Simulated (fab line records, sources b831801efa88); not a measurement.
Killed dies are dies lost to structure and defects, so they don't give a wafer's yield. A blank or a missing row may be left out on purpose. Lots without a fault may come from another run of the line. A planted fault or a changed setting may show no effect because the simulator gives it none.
Problem report in the 8D (eight disciplines) form, filled by code | flow sky130 | the parts of the form that need people (team, actions taken, sign-off) are left out

1. THE PROBLEM
dose_ions_cm2 at SKY_LDD_N_IMPLANT_08 reads a mean of 8.260e+13 on 6 wafers of 2 lots; wafers without a fault read 7.501e+13 with a standard deviation of 8.1e+10. That is +94 standard deviations from the usual mean.
First seen on wafer L624.2, day 24 05:28, on implanter-03. The record holds 42 wafers of 14 lots with a number at this step. Rule for "out", or "out of limits": more than 4 standard deviations from the usual mean. The other wafers with a number count as sound.

2. WHAT IT IS AND WHAT IT IS NOT
question                    | is                     | is not
which readings at this step | dose_ions_cm2          | -
which lots                  | L624, L625             | L607, L608, L609, L610, L611, L612, L613, L616, L617, L618, L626, L630
which wafers of those lots  | all that have a number | -
read on which tools         | implanter-03           | implanter-01, implanter-04
when                        | from day 24 05:28      | up to then (30 sound wafers); but 6 sound wafers of L626, L630 came after

3. SUSPECTS, AND WHAT RULES EACH OUT
Counting: a tool at a process step up to the reading stays a suspect if it ran every lot that is out and no sound lot after the first of them.
- implanter-03 at SKY_LDD_N_IMPLANT_08: kept. It ran every lot that is out, first L624 (day 24 05:28), and no sound lot after that; its last sound lot up to then is L617 (day 22 19:55). Its own readings are out on those wafers: dose_ions_cm2.
Left after counting: implanter-03 at SKY_LDD_N_IMPLANT_08.

4. THE CAUSE (what the simulator had put in)
Process parameter drift: implanter-03, from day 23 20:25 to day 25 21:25, at SKY_LDD_N_IMPLANT_08. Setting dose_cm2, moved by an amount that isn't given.
Counting left only this tool.

5. THE CHAIN OF EFFECTS, in route order
Each row: a reading whose mean over the struck wafers that have a number lies more than 3 standard deviations from the usual. Only readings for which the record gives a usual standard deviation are gone through. hours: the time from each lot's start at the first step in this table that gives one to its start at this step, as a median over the lots. sigmas: the change in usual standard deviations.
hours | step                 | reading            | usual     | on struck wafers | change     | sigmas
0     | SKY_LDD_N_IMPLANT_08 | dose_ions_cm2      | 7.501e+13 | 8.260e+13        | +7.592e+12 | +94
0     | SKY_LDD_N_IMPLANT_08 | faraday_current_uA | 424       | 470              | +46        | +5.2
The process steps in it:
- SKY_LDD_N_IMPLANT_08
Later measuring or inspecting steps at which every struck wafer that the step has a row for has a number for every such reading, and none has moved that far: SKY_LDD_HVN_TW_MEAS_10, SKY_RES_XHIGH_TW_MEAS_09.

6. WHAT WOULD HAVE CAUGHT IT SOONER
In this record the first reading out of limits was taken at day 24 05:28, 9 hours after the fault began at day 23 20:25.
